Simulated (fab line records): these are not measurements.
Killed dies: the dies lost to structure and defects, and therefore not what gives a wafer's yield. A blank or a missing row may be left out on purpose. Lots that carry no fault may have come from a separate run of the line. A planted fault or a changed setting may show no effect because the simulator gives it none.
Which tool did it? | flow sky130 | 6 lots, 18 wafers sampled, at 3 steps of a route of 708

WHAT EACH GAUGE READ, for each wafer
SKY_VT_ADJUST_HVTR_TW_MEAS_11.
lot  | measured     | on            | VT_ADJUST_HVTR_TW
L582 | day 10 05:31 | film-metro-02 | 210.0 210.6 209.9
L588 | day 12 05:02 | film-metro-04 | 181.2 181.4 182.3 180.5 181.2 180.8
L596 | day 14 17:32 | film-metro-02 | 210.9 210.5 210.0
L598 | day 15 08:36 | film-metro-04 | 212.0 210.5 211.5
L600 | day 16 02:16 | film-metro-03 | 210.3 209.2 208.9
L602 | day 16 14:43 | film-metro-02 | 210.2 211.4 210.5

WHICH TOOL RAN EACH LOT (tool, then ch and the chambers of the sampled wafers, then the start)
lot  | SKY_VT_ADJUST_NCORE_STRIP_10         | SKY_VT_ADJUST_HVTR_IMPLANT_09
L582 | plasma-asher-03 ch 0,1, day 9 07:25  | implanter-02 ch 0, day 10 05:17
L588 | plasma-asher-02 ch 0,1, day 11 04:56 | implanter-02 ch 0, day 12 04:47
L596 | plasma-asher-03 ch 0,1, day 13 15:08 | implanter-01 ch 0, day 14 17:17
L598 | plasma-asher-02 ch 0,1, day 14 05:19 | implanter-03 ch 0, day 15 08:23
L600 | plasma-asher-02 ch 0,1, day 14 22:04 | implanter-03 ch 0, day 16 02:02
L602 | plasma-asher-02 ch 0,1, day 15 10:00 | implanter-02 ch 0, day 16 14:29
- SKY_VT_ADJUST_NCORE_STRIP_10: strips in O2/N2.
- SKY_VT_ADJUST_HVTR_IMPLANT_09

THE ANSWER, worked out from the rows above alone
Rule: what is usual is taken from the lots themselves. The widest of any qualifying gaps counts: lots, ordered by their means at a reading, are off when they make up no more than a third of the lots, leave a main group of 4 or more, and stand apart from it by 3 or more times the standard deviation of that group's means. A main group is skipped when, at the precision printed for the reading in the tables above, its means are all equal. Also off: a lot with no number at a reading for which 4 or more lots have one. Where the step has rows for the other lots, those lots are counted as sound.
Off: L588, at SKY_VT_ADJUST_HVTR_TW_MEAS_11 (VT_ADJUST_HVTR_TW). Mean 210.4 and standard deviation 0.61 in the main group.
A tool fits if, at a process step before that reading, it ran every lot that is off, and no sound lot after the first of them. Gauges at SKY_VT_ADJUST_HVTR_TW_MEAS_11: tried the same way as those tools. None of those tried fits.

WHAT WAS PUT IN BY THE SIMULATOR
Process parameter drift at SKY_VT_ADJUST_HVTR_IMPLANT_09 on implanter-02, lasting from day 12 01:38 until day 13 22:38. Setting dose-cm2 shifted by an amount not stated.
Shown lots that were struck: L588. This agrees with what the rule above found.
